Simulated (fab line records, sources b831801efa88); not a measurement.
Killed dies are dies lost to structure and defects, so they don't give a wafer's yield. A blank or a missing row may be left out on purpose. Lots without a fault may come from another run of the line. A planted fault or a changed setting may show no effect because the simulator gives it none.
Chamber matching | flow gf180mcu | GF_V1_CMP_04 on cmp-02: 4 sister chambers
The step polishes SiO2. 4 wafers are shown with their chamber, then 7 later ones without.

WAFERS WITH THEIR CHAMBER
wafer  | chamber | motor_current_A (A)
L505.1 | 0       | 13.9
L505.2 | 3       | 11.3
L512.2 | 2       | 11.8
L512.3 | 1       | 11.2

WAFERS WITHOUT THEIR CHAMBER
wafer  | motor_current_A (A)
L512.6 | 12.4
L513.1 | 10.7
L513.3 | 11.2
L513.4 | 12.2
L514.1 | 12.3
L514.3 | 14.1
L514.6 | 14.3

WHICH CHAMBER EACH WENT THROUGH
wafer  | from the rows above          | in truth
L512.6 | can't be placed: 2 or 3 or 1 | 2
L513.1 | can't be placed: 1 or 3 or 2 | 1
L513.3 | can't be placed: 1 or 3 or 2 | 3
L513.4 | can't be placed: 2 or 3 or 1 | 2
L514.1 | can't be placed: 2 or 3 or 1 | 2
L514.3 | 0                            | 0
L514.6 | 0                            | 0
Placed correctly: 2 of 7. Can't be placed from these rows: 5 (the true chamber is among the candidates in 5). Placed wrongly: 0.
How it was worked out, from the rows above alone: a wafer's distance from a chamber is the root of the sum, over the readings, of the square of ((its reading less the chamber's mean) divided by the reading's scatter). The wafer belongs to the nearest chamber; if the next one is less than 2 further off, it can't be placed. A chamber's mean is the mean of its shown wafers. The scatter: with one shown wafer a chamber, the root of the mean of the squares of how far each hidden wafer lies from its nearest shown one.
